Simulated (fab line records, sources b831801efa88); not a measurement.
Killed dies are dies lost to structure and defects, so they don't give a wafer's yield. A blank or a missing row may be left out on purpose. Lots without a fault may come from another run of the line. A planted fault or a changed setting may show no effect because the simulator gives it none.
Which tool did it? | flow gf180mcu | 12 lots, 36 wafers sampled, at 6 steps of a route of 602

WHAT THE GAUGES READ, wafer by wafer
GF_HV_LDD_THK_MEAS_57. Usual: HV_LDD_CVD_56_THK 89.9 nm, standard deviation 0.99.
lot  | measured     | on            | HV_LDD_CVD_56_THK (nm) | flag
L504 | day 12 18:47 | film_metro-04 | 90.8 90.6 89.9         |
L505 | day 13 02:29 | film_metro-02 | 91.1 90.8 91.5         |
L506 | day 13 09:36 | film_metro-04 | 90.8 90.7 90.8         |
L508 | day 14 00:35 | film_metro-02 | 91.2 91.4 91.3         |
L509 | day 14 05:58 | film_metro-04 | 89.2 89.5 88.8         |
L516 | day 16 12:01 | film_metro-03 | 117.5 118.1 117.2      | OFF
L518 | day 17 06:15 | film_metro-02 | 118.0 119.4 117.4      | OFF
L520 | day 17 23:58 | film_metro-04 | 88.8 89.3 89.9         |
L521 | day 18 07:59 | film_metro-02 | 89.5 90.3 90.1         |
L522 | day 18 13:48 | film_metro-03 | 90.2 90.5 90.9         |
L526 | day 20 09:55 | film_metro-03 | 90.8 90.7 90.7         |
L527 | day 20 12:39 | film_metro-02 | 88.1 88.0 88.5         |

GF_V1_THK_MEAS_25: measures by xrf. Usual: V1_W_THK 341 nm, standard deviation 4.
lot  | measured     | on            | V1_W_THK (nm) | flag
L504 | day 18 12:10 | film_metro-02 | 338 344 342   |
L505 | day 18 20:28 | film_metro-02 | 340 333 339   |
L506 | day 19 06:12 | film_metro-01 | 339 345 346   |
L508 | day 20 02:01 | film_metro-01 | 336 341 341   |
L509 | day 20 05:49 | film_metro-03 | 336 336 334   |
L516 | day 22 17:27 | film_metro-03 | 344 342 344   |
L518 | day 23 10:57 | film_metro-02 | 336 342       |
L520 | day 24 05:44 | film_metro-01 | 345 339 340   |
L521 | day 24 11:54 | film_metro-01 | 340 343 345   |
L522 | day 24 17:40 | film_metro-03 | 347 342 344   |
L526 | day 26 08:42 | film_metro-01 | 341 337 340   |
L527 | day 26 10:32 | film_metro-03 | 346 348 350   |

WHICH TOOL RAN EACH LOT (tool, then ch and the chambers of the sampled wafers, then the start)
lot  | GF_HV_LDD_CVD_56            | GF_HV_LDD_ETCHBACK_58              | GF_M1_SPUTTER_04             | GF_M1_STRIP_17
L504 | lpcvd-02 ch 0, day 12 17:22 | rie_diel-01 ch 0,1,3, day 12 18:51 | pvd_sputter-03, day 16 11:53 | plasma_asher-03 ch 0,1, day 17 10:35
L505 | lpcvd-02 ch 0, day 13 01:02 | rie_diel-04 ch 0,1,3, day 13 02:32 | pvd_sputter-01, day 16 19:16 | plasma_asher-02 ch 0,1, day 17 18:40
L506 | lpcvd-02 ch 1, day 13 08:10 | rie_diel-04 ch 1,2, day 13 09:40   | pvd_sputter-02, day 17 04:01 | plasma_asher-04 ch 0, day 18 03:50
L508 | lpcvd-01 ch 0, day 13 23:08 | rie_diel-01 ch 0,1, day 14 00:38   | pvd_sputter-03, day 17 22:03 | plasma_asher-03 ch 0,1, day 18 22:37
L509 | lpcvd-02 ch 0, day 14 04:31 | rie_diel-01 ch 0,2, day 14 06:01   | pvd_sputter-01, day 18 03:23 | plasma_asher-04 ch 0,1, day 19 03:05
L516 | lpcvd-02 ch 0, day 16 10:35 | rie_diel-04 ch 1,2,3, day 16 12:04 | pvd_sputter-01, day 20 14:04 | plasma_asher-03 ch 0,1, day 21 15:08
L518 | lpcvd-02 ch 0, day 17 04:49 | rie_diel-04 ch 0,1,3, day 17 06:19 | pvd_sputter-02, day 21 10:48 | plasma_asher-02 ch 1, day 22 10:17
L520 | lpcvd-02 ch 1, day 17 22:32 | rie_diel-03 ch 1,2,3, day 18 00:01 | pvd_sputter-03, day 22 04:55 | plasma_asher-04 ch 1, day 23 04:46
L521 | lpcvd-01 ch 0, day 18 06:32 | rie_diel-01 ch 1,2, day 18 08:01   | pvd_sputter-02, day 22 12:13 | plasma_asher-03 ch 0,1, day 23 11:20
L522 | lpcvd-01 ch 0, day 18 12:22 | rie_diel-03 ch 0,1,3, day 18 13:52 | pvd_sputter-03, day 22 18:12 | plasma_asher-03 ch 0,1, day 23 17:17
L526 | lpcvd-01 ch 0, day 20 07:46 | rie_diel-03 ch 1,2,3, day 20 09:58 | pvd_sputter-03, day 24 10:45 | plasma_asher-04 ch 0,1, day 25 08:44
L527 | lpcvd-01 ch 1, day 20 11:13 | rie_diel-04 ch 0,1, day 20 12:42   | pvd_sputter-03, day 24 12:43 | plasma_asher-03 ch 0,1, day 25 11:05
- GF_HV_LDD_CVD_56: deposits Si3N4 from DCS/NH3, target thk 90 nm, time 1543 s.
- GF_HV_LDD_ETCHBACK_58: etches Si3N4 in CH3F/O2, stops on SiO2, time 100 s, target depth 90 nm.
- GF_M1_SPUTTER_04: material TiN, target thk 50 nm, time 41.7 s.
- GF_M1_STRIP_17: strips in O2/N2.

WHAT THE TOOLS THEMSELVES READ (means of the sampled wafers that have a number; where no wafer has one, the mark that the record gives instead)
GF_HV_LDD_CVD_56. Usual: zone_power_top_pct 25.1 %, standard deviation 2.3.
lot  | tool     | zone_power_top_pct (%) | flag
L504 | lpcvd-02 | 27.5                   |
L505 | lpcvd-02 | 27.4                   |
L506 | lpcvd-02 | 25.3                   |
L508 | lpcvd-01 | 25.2                   |
L509 | lpcvd-02 | 27.3                   |
L516 | lpcvd-02 | 27.3                   |
L518 | lpcvd-02 | 27.5                   |
L520 | lpcvd-02 | 25.1                   |
L521 | lpcvd-01 | 25.5                   |
L522 | lpcvd-01 | 25.4                   |
L526 | lpcvd-01 | 25.4                   |
L527 | lpcvd-01 | 21.0                   |

GF_HV_LDD_ETCHBACK_58. Usual: drypump_motor_current_A 5.5 A, standard deviation 0.32; oes_product_au 0.842 a.u., standard deviation 0.0073; throttle_valve_pct 10.560 %, standard deviation 0.0091.
lot  | tool        | drypump_motor_current_A (A) | oes_product_au (a.u.) | throttle_valve_pct (%) | flag
L504 | rie_diel-01 | 5.4                         | 0.844                 | 10.562                 |
L505 | rie_diel-04 | 5.4                         | 0.845                 | 10.568                 |
L506 | rie_diel-04 | 5.6                         | 0.847                 | 10.553                 |
L508 | rie_diel-01 | 5.3                         | 0.850                 | 10.568                 |
L509 | rie_diel-01 | 5.7                         | 0.834                 | 10.568                 |
L516 | rie_diel-04 | 5.6                         | 0.984                 | 10.573                 | OFF
L518 | rie_diel-04 | 5.4                         | 0.978                 | 10.580                 | OFF
L520 | rie_diel-03 | 5.5                         | 0.842                 | 10.557                 |
L521 | rie_diel-01 | 5.8                         | 0.842                 | 10.562                 |
L522 | rie_diel-03 | 5.3                         | 0.848                 | 10.548                 |
L526 | rie_diel-03 | 5.5                         | 0.849                 | 10.563                 |
L527 | rie_diel-04 | 5.4                         | 0.833                 | 10.559                 |

GF_M1_SPUTTER_04. Usual: chamber_pressure_pa 0.4001 Pa, standard deviation 0.00074; throttle_valve_pct 30.2 %, standard deviation 0.98.
lot  | tool           | chamber_pressure_pa (Pa) | throttle_valve_pct (%) | flag
L504 | pvd_sputter-03 | 0.4002                   | 31.1                   |
L505 | pvd_sputter-01 | 0.4002                   | 29.6                   |
L506 | pvd_sputter-02 | 0.3998                   | 30.0                   |
L508 | pvd_sputter-03 | 0.4000                   | 30.2                   |
L509 | pvd_sputter-01 | 0.3997                   | 30.1                   |
L516 | pvd_sputter-01 | 0.3995                   | 30.4                   |
L518 | pvd_sputter-02 | 0.4003                   | 30.2                   |
L520 | pvd_sputter-03 | 0.3999                   | 30.8                   |
L521 | pvd_sputter-02 | 0.3999                   | 30.0                   |
L522 | pvd_sputter-03 | 0.4004                   | 31.0                   |
L526 | pvd_sputter-03 | 0.4003                   | 30.6                   |
L527 | pvd_sputter-03 | 0.3998                   | 31.1                   |

GF_M1_STRIP_17. Usual: drypump_motor_current_A 5.60 A, standard deviation 0.2; heater_power_w 330 W, standard deviation 32; oes_product_au 0.537 a.u., standard deviation 0.0049; strip_time_to_endpoint_s 7.37 s, standard deviation 0.059.
lot  | tool            | drypump_motor_current_A (A) | heater_power_w (W) | oes_product_au (a.u.) | strip_time_to_endpoint_s (s) | flag
L504 | plasma_asher-03 | 5.64                        | 339                | 0.536                 | 7.33                         |
L505 | plasma_asher-02 | 5.62                        | 345                | 0.535                 | 7.34                         |
L506 | plasma_asher-04 | 5.24                        | 322                | 0.536                 | 7.35                         |
L508 | plasma_asher-03 | 5.63                        | 334                | 0.536                 | 7.36                         |
L509 | plasma_asher-04 | 5.42                        | 311                | 0.533                 | 7.33                         |
L516 | plasma_asher-03 | 5.65                        | 335                | 0.533                 | 7.33                         |
L518 | plasma_asher-02 | 5.46                        | 382                | 0.533                 | 7.30                         |
L520 | plasma_asher-04 | 5.83                        | 274                | 0.541                 | 7.49                         |
L521 | plasma_asher-03 | 5.73                        | 326                | 0.538                 | 7.38                         |
L522 | plasma_asher-03 | 5.64                        | 332                | 0.538                 | 7.43                         |
L526 | plasma_asher-04 | 5.63                        | 292                | 0.537                 | 7.33                         |
L527 | plasma_asher-03 | 5.71                        | 329                | 0.541                 | 7.34                         |

THE ANSWER, worked out from the rows above alone
Rule: a lot is off if the mean of its wafers that have a number lies more than 3 standard deviations from the usual mean. A lot without any number at a reading at which 4 lots or more have one is off too. The other lots that the step has rows for count as sound. The gauges are gone through in route order, then the tools' own readings, and for those a lot's mean is taken as printed above. The first step at which some lot is off is used, and at that step the reading that is off furthest; a lot without a number counts as furthest.
Off: L516, L518, at GF_HV_LDD_THK_MEAS_57 (HV_LDD_CVD_56_THK).
A tool fits if, at a process step before that reading, it ran every lot that is off, and no sound lot after the first of them. The gauges at GF_HV_LDD_THK_MEAS_57 aren't tried: what is off there is off at GF_HV_LDD_ETCHBACK_58 too, on other tools, and a gauge's error can't cause that. None of those tried fits.

WHAT THE SIMULATOR HAD PUT IN
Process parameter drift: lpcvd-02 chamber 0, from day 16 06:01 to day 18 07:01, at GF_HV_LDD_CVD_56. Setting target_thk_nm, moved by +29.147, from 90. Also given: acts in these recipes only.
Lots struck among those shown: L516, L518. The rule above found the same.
